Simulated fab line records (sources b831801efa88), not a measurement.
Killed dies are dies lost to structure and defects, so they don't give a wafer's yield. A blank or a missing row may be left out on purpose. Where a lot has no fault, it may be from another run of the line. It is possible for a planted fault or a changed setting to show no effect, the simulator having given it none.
Matching of chambers + flow sfqLine + cmp-02 running SFQ_TRILAYER_I0_CMP_CMP_028: 4 sister chambers
The step polishes SiO2. 8 wafers are shown with their chamber, then 7 later ones without.

## WAFERS PAIRED WITH THEIR CHAMBERS
| wafer  | chamber | motorCurrentA (A) | timeToEndpointS (s) |
|--------|---------|-------------------|---------------------|
| L216.3 | 1       | 13.5              | 221                 |
| L216.6 | 2       | 9.8               | 220                 |
| L218.6 | 3       | 10.5              | 208                 |
| L228.3 | 0       | 8.8               | 204                 |
| L228.5 | 2       | 9.9               | 211                 |
| L228.6 | 1       | 12.6              | 216                 |
| L229.3 | 0       | 8.8               | 217                 |
| L229.4 | 3       | 10.6              | 218                 |

## WAFERS WHOSE CHAMBER IS MISSING
| wafer  | motorCurrentA (A) | timeToEndpointS (s) |
|--------|-------------------|---------------------|
| L229.5 | 9.8               | 216                 |
| L230.3 | 9.9               | 208                 |
| L230.1 | 14.0              | 218                 |
| L230.6 | 10.4              | 216                 |
| L236.2 | 8.7               | 211                 |
| L236.5 | 10.1              | 208                 |
| L236.6 | 13.9              | 227                 |

## WHICH CHAMBER EACH ONE RAN IN
| wafer  | from the rows above     | in truth |
|--------|-------------------------|----------|
| L229.5 | 2                       | 2        |
| L230.3 | can't be placed: 2 or 3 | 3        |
| L230.1 | 1                       | 1        |
| L230.6 | can't be placed: 3 or 2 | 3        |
| L236.2 | 0                       | 0        |
| L236.5 | can't be placed: 2 or 3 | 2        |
| L236.6 | 1                       | 1        |
Correct placement for 4 of the 7. These rows do not allow placing 3 (true chamber among the candidates in 3). 0 placed wrongly.
How it was worked out, from the rows above alone: a wafer's distance from a chamber is the root of the sum, over the readings, of the square of ((its reading less the chamber's mean) divided by the reading's scatter). The wafer belongs to the nearest chamber; if the next one is less than 2 further off, it can't be placed. Each chamber's mean is taken over the wafers shown for it. The scatter: take each reading less its chamber's mean, square it, sum over the shown wafers, divide by the number of wafers less the number of chambers, and take the root.
